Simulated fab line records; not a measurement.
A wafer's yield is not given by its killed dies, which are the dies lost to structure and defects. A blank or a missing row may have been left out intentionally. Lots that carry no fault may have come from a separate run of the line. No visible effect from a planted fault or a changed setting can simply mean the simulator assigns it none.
The same fault as seen by 2 desks -- flow gf180mcu -- every desk sees just its own numbers, and what lay behind them comes last

== THE TOOL OWNER'S DESK: pvdSputter-01 ==
The tool's own readings at GF_TOP_METAL_SPUTTER_01 (material TiN, target thk 30 nm, time 25 s): means of the sampled wafers that have a number, for each lot that ran on this tool. If a lot's mean is further than 4 standard deviations from the usual mean, the lot is out of limits and carries the mark OUT (the distance appears in the brackets).
Columns: A = cathodeDcPowerW at GF_TOP_METAL_SPUTTER_01, usual 6500.1 W; B = throttleValvePct at GF_TOP_METAL_SPUTTER_01, usual 30.0 %
lot,first seen here,A,B
L671,day 27 15:34,6499.8,30.0
L681,day 30 16:53,6358.3 (-99 or more) OUT,30.1
L682,day 30 21:45,6358.6 (-99 or more) OUT,29.7
This desk finds L681, L682 out of limits, L681 being first, at day 30 16:53 (cathodeDcPowerW at GF_TOP_METAL_SPUTTER_01). L671 stayed within limits.

== THE METROLOGY DESK ==
What the gauges read for every lot (on any tool): the sampled wafers with a number, averaged. If a lot's mean is further than 4 standard deviations from the usual mean, the lot is out of limits and carries the mark OUT (the distance appears in the brackets).
Columns: A = V5_W_RS at GF_V5_RS_MEAS_24, usual 0.3274 ohm/sq; B = V5_W_THK at GF_V5_THK_MEAS_25, usual 344 nm
lot,first seen here,A,B
L671,day 27 14:35,0.3273,345
L680,day 30 05:39,0.3287,346
L681,day 30 16:19,0.3260,346
L682,day 30 21:11,0.3254,341
L683,day 31 05:37,0.3267,343
L691,day 33 05:56,0.3262,342
Finding of this desk: none of the 6 lots has anything out of limits.

== ALL TOGETHER ==
At day 30 16:53, on L681, L682, the tool owner's desk was in a position to raise an alarm.
The metrology desk saw nothing out of limits.
The metrology desk has L681, L682 on record, within its limits.
GF_TOP_METAL_SPUTTER_01 was run on pvdSputter-01 by each of the lots named.

== WHAT WAS PUT IN BY THE SIMULATOR ==
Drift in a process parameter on pvdSputter-01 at GF_TOP_METAL_SPUTTER_01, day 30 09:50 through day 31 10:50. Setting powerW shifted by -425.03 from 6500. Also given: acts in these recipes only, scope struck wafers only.
Struck lots among those shown: L681, L682.
Hours from the fault's start to each desk's first reading out of limits: the tool owner's desk, 7.
